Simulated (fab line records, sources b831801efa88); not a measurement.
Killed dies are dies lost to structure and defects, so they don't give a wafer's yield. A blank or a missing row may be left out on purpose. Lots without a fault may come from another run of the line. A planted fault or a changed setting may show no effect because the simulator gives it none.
Which tool did it? | flow gf180mcu | 14 lots, 42 wafers sampled, at 2 steps of a route of 602

WHAT THE GAUGES READ, wafer by wafer
GF_CONTACT_THK_MEAS_03. Usual: CONTACT_CVD_02_THK 860 nm, standard deviation 12.
lot  | measured     | on            | CONTACT_CVD_02_THK (nm) | flag
L109 | day 15 03:41 | film_metro-04 | 850 864 863             |
L111 | day 15 19:50 | film_metro-04 | 843 866 871             |
L113 | day 16 13:33 | film_metro-03 | 865 852 858             |
L114 | day 16 22:18 | film_metro-04 | 862 856 859             |
L115 | day 17 09:02 | film_metro-03 | 865 860 869             |
L116 | day 17 19:06 | film_metro-01 | 857 853 850             |
L117 | day 18 04:19 | film_metro-03 | 836 845 854             |
L122 | day 20 03:44 | film_metro-03 | 865 878 877             |
L123 | day 20 08:13 | film_metro-01 | 858 871 875             |
L128 | day 22 03:57 | film_metro-03 | 858 852 859             |
L129 | day 22 13:01 | film_metro-03 | 865 861 870             |
L130 | day 22 18:50 | film_metro-04 | 854 855 865             |
L131 | day 23 01:50 | film_metro-01 | 859 875 876             |
L132 | day 23 13:08 | film_metro-04 | 877 862 891             |

WHICH TOOL RAN EACH LOT (tool, then ch and the chambers of the sampled wafers, then the start)
lot  | GF_CONTACT_CVD_02
L109 | pecvd-04 ch 0,1, day 15 03:37
L111 | pecvd-04 ch 0,1,2, day 15 19:45
L113 | pecvd-02 ch 0,1,2, day 16 13:29
L114 | pecvd-03 ch 0,1,2, day 16 22:14
L115 | pecvd-03 ch 0,1,2, day 17 08:58
L116 | pecvd-04 ch 0,1,2, day 17 19:02
L117 | pecvd-02 ch 0,2, day 18 04:13
L122 | pecvd-03 ch 0,2, day 20 03:40
L123 | pecvd-03 ch 0,1,2, day 20 08:09
L128 | pecvd-04 ch 1,2, day 22 03:53
L129 | pecvd-04 ch 0,1,2, day 22 12:56
L130 | pecvd-03 ch 0,1, day 22 18:46
L131 | pecvd-04 ch 0,1, day 23 01:45
L132 | pecvd-03 ch 0,2, day 23 13:04
- GF_CONTACT_CVD_02: deposits SiO2 from TEOS, target thk 860 nm, time 95.992 s.

WHAT THE TOOLS THEMSELVES READ (means of the sampled wafers that have a number; where no wafer has one, the mark that the record gives instead)
GF_CONTACT_CVD_02. Usual: heater_power_w 672 W, standard deviation 94.
lot  | tool     | heater_power_w (W) | flag
L109 | pecvd-04 | 625                |
L111 | pecvd-04 | 659                |
L113 | pecvd-02 | 650                |
L114 | pecvd-03 | 750                |
L115 | pecvd-03 | 706                |
L116 | pecvd-04 | 690                |
L117 | pecvd-02 | 659                |
L122 | pecvd-03 | 710                |
L123 | pecvd-03 | 720                |
L128 | pecvd-04 | 641                |
L129 | pecvd-04 | 661                |
L130 | pecvd-03 | 672                |
L131 | pecvd-04 | 595                |
L132 | pecvd-03 | 742                |

THE ANSWER, worked out from the rows above alone
Rule: a lot is off if the mean of its wafers that have a number lies more than 3 standard deviations from the usual mean. A lot without any number at a reading at which 4 lots or more have one is off too. The other lots that the step has rows for count as sound. The gauges are gone through in route order, then the tools' own readings, and for those a lot's mean is taken as printed above. The first step at which some lot is off is used, and at that step the reading that is off furthest; a lot without a number counts as furthest.
No lot is off at any reading shown: from this, nothing can be told.

WHAT THE SIMULATOR HAD PUT IN
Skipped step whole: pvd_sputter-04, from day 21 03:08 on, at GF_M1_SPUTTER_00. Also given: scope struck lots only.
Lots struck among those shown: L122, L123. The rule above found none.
